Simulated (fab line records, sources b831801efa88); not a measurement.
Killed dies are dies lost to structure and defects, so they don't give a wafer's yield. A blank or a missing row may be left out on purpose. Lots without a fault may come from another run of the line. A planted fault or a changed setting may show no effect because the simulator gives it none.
Problem report in the 8D (eight disciplines) form, filled by code | flow gf180mcu | the parts of the form that need people (team, actions taken, sign-off) are left out

1. THE PROBLEM
oes_product_au at GF_V1_ETCH_16 reads a mean of 0.799 a.u. on 6 wafers of 2 lots; wafers without a fault read 0.857 a.u. with a standard deviation of 0.0049. That is -12 standard deviations from the usual mean.
The step: etches BARC in N2/H2.
First seen on wafer L878.3, day 23 19:18, on rie_diel-03. The record holds 39 wafers of 13 lots with a number at this step. Rule for "out", or "out of limits": more than 4 standard deviations from the usual mean. The other wafers with a number count as sound.

2. WHAT IT IS AND WHAT IT IS NOT
question                    | is                     | is not
which readings at this step | oes_product_au         | drypump_motor_current_A, throttle_valve_pct
which lots                  | L878, L881             | L862, L865, L866, L867, L870, L871, L872, L874, L875, L877, L883
which wafers of those lots  | all that have a number | -
read on which tools         | rie_diel-03            | rie_diel-01, rie_diel-04
when                        | from day 23 19:18      | up to then (30 sound wafers); but 3 sound wafers of L883 came after

3. SUSPECTS, AND WHAT RULES EACH OUT
Counting: a tool at a process step up to the reading stays a suspect if it ran every lot that is out and no sound lot after the first of them.
- rie_diel-03 at GF_V1_ETCH_16 (etches BARC in N2/H2): kept. It ran every lot that is out, first L878 (day 23 19:18), and no sound lot after that; its last sound lot up to then is L875 (day 22 23:30). Its own readings are out on those wafers: oes_product_au.
Left after counting: rie_diel-03 at GF_V1_ETCH_16.

4. THE CAUSE (what the simulator had put in)
Process parameter drift: rie_diel-03, from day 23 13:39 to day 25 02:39, at GF_V1_ETCH_16. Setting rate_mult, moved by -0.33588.
Counting left only this tool.

5. THE CHAIN OF EFFECTS, in route order
Each row: a reading whose mean over the struck wafers that have a number lies more than 3 standard deviations from the usual. Only readings for which the record gives a usual standard deviation are gone through. hours: the time from each lot's start at the first step in this table that gives one to its start at this step, as a median over the lots. sigmas: the change in usual standard deviations.
hours | step          | reading        | usual      | on struck wafers | change | sigmas
0     | GF_V1_ETCH_16 | oes_product_au | 0.857 a.u. | 0.799            | -0.058 | -12
The process steps in it:
- GF_V1_ETCH_16: etches BARC in N2/H2.

6. WHAT WOULD HAVE CAUGHT IT SOONER
In this record the first reading out of limits was taken at day 23 19:18, 6 hours after the fault began at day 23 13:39.
